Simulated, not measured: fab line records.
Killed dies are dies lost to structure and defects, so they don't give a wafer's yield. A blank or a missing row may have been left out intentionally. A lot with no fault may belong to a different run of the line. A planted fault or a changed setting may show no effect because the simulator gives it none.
Chamber matching    flow gf180mcu    GF_V2_CMP_26 on cmp-02 has 4 sister chambers
The step polishes, stops on SiO2, t overpolish 15 s, target thk 0 nm. 8 wafers are shown with their chamber, then 9 later ones without.

## WAFERS WITH THEIR CHAMBER
wafer   chamber  motor-current-A (A)  time-to-endpoint-s (s)
L355.3  3        11.2                 84.3
L356.2  3        11.2                 86.9
L366.2  2        9.8                  85.5
L366.3  1        11.5                 83.7
L366.6  2        10.2                 84.0
L367.1  0        10.3                 88.6
L367.3  1        12.3                 84.9
L367.5  0        10.5                 91.1

## WAFERS WITH NO CHAMBER GIVEN
wafer   motor-current-A (A)  time-to-endpoint-s (s)
L368.1  10.2                 88.9
L368.2  12.0                 87.9
L368.5  11.7                 88.1
L369.1  10.4                 88.4
L369.3  9.9                  89.0
L369.4  11.1                 85.2
L372.4  11.5                 79.6
L372.5  11.2                 85.2
L372.6  10.7                 83.3

## EACH ONE'S CHAMBER
wafer   from the rows above           in truth
L368.1  0                             0
L368.2  can't be placed: 1 or 3       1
L368.5  can't be placed: 3 or 1 or 0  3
L369.1  can't be placed: 0 or 2       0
L369.3  can't be placed: 0 or 2       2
L369.4  3                             3
L372.4  can't be placed: 1 or 3       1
L372.5  can't be placed: 3 or 1       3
L372.6  can't be placed: 3 or 2 or 1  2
Placed correctly: 2 of 9. From these rows, 7 cannot be placed; in 7 the true chamber is one of the candidates. Number placed wrongly: 0.
How it was worked out, from the rows above alone: a wafer's distance from a chamber is the root of the sum, over the readings, of the square of ((its reading less the chamber's mean) divided by the reading's scatter). The wafer belongs to the nearest chamber; if the next one is less than 2 further off, it can't be placed. Each chamber's mean is taken over the wafers shown for it. The scatter: the root of (the sum of the squares of (reading less its chamber's mean) over the shown wafers, divided by (wafers less chambers)).
